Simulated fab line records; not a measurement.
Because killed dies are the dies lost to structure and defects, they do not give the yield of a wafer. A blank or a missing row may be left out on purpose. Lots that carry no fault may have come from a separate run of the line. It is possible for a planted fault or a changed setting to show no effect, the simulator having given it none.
Code-filled problem report in 8D (eight disciplines) form	flow gf180mcu	the parts of the form that need people (team, actions taken, sign-off) are left out

== 1. PROBLEM STATEMENT ==
HV_LDD_RS at GF_HV_LDD_RS_MEAS_53 reads a mean of 412.6 ohm/sq on 9 wafers of 3 lots; wafers without a fault read 418.7 ohm/sq with a standard deviation of 0.79. That is -7.7 standard deviations from the usual mean.
The step: measures by four-point-probe.
First seen on wafer L994.1, day 12 22:49, on film_metro-01. The record holds 39 wafers of 13 lots with a number at this step. Rule for "out", or "out of limits": more than 4 standard deviations from the usual mean. All remaining wafers that have a number are taken as sound.

== 2. WHAT IT IS, WHAT IT ISN'T ==
question	is	is not
which readings at this step	HV_LDD_RS	-
which lots	L994, L995, L996	L104, L106, L107, L109, L110, L111, L114, L115, L992, L999
which wafers of those lots	all that have a number	-
read on which gauges	film_metro-01	film_metro-03, film_metro-04
when	from day 12 22:49	up to then (3 sound wafers); but 27 sound wafers of L104, L106, L107, L109, L110, L111, L114, L115, L999 came after

== 3. SUSPECTS, AND WHAT RULES EACH OUT ==
Counting: a tool stays on the suspect list if, at a process step up to the reading, it processed all lots that are out and no sound lot following the first of them.
- the gauge at GF_HV_LDD_RS_MEAS_53 is ruled out. All the wafers that are out were read on film_metro-01, but those of them that GF_HV_LDD_IMPLANT_36 has rows for are out there too, on other tools.
- rie_si-02 at GF_STI_ETCH_14 (etches Si in HBr/Cl2/O2, target depth 360 nm, time 102.9 s): ruled out as a lasting fault. After its first lot that is out, L994 (day 2 12:19), sound lots L104, L106, L107, L109, L110, L115 ran on it.
- implanter-03 at GF_HV_LDD_IMPLANT_36: ruled out as a lasting fault. After its first lot that is out, L994 (day 12 03:19), sound lots L107, L109, L110, L111, L114 ran on it.
Left after counting: nothing in the record.

== 4. THE CAUSE (what the simulator had put in) ==
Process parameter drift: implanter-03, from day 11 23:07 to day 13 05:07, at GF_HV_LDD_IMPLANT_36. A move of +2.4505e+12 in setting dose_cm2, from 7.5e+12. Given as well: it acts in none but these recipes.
Counting ruled it out, wrongly: the rule takes a fault to strike every lot that its tool runs from its start on, and this one did not.

== 5. SEQUENCE OF EFFECTS, ordered by route ==
Rows list readings where the struck wafers' mean (over those with a number) sits beyond 3 standard deviations from the usual. Only readings whose record carries a usual standard deviation are examined. hours: median over the lots of the time between each lot's start at the first step of this table that gives one and its start at this step. sigmas: the change, counted in usual standard deviations.
hours	step	reading	usual	on struck wafers	change	sigmas
0	GF_HV_LDD_IMPLANT_36	dose_ions_cm2	7.501e+12	9.955e+12	+2.454e+12	+99 or more
0	GF_HV_LDD_IMPLANT_36	faraday_current_uA	42.2	56.4	+14.2	+16
21	GF_HV_LDD_RS_MEAS_53	HV_LDD_RS	418.7 ohm/sq	412.6	-6.1	-7.7
Here are the process steps it includes:
- GF_HV_LDD_IMPLANT_36

== 6. HOW IT WOULD HAVE BEEN CAUGHT EARLIER ==
The first out-of-limits reading at a measuring or inspecting step in this record came at day 12 22:49, 24 hours after the fault's start at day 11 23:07.
Tool's own readings at GF_HV_LDD_IMPLANT_36, dose_ions_cm2, faraday_current_uA: out on all struck wafers the step has rows for; an alarm limit on them would have tripped on the first.
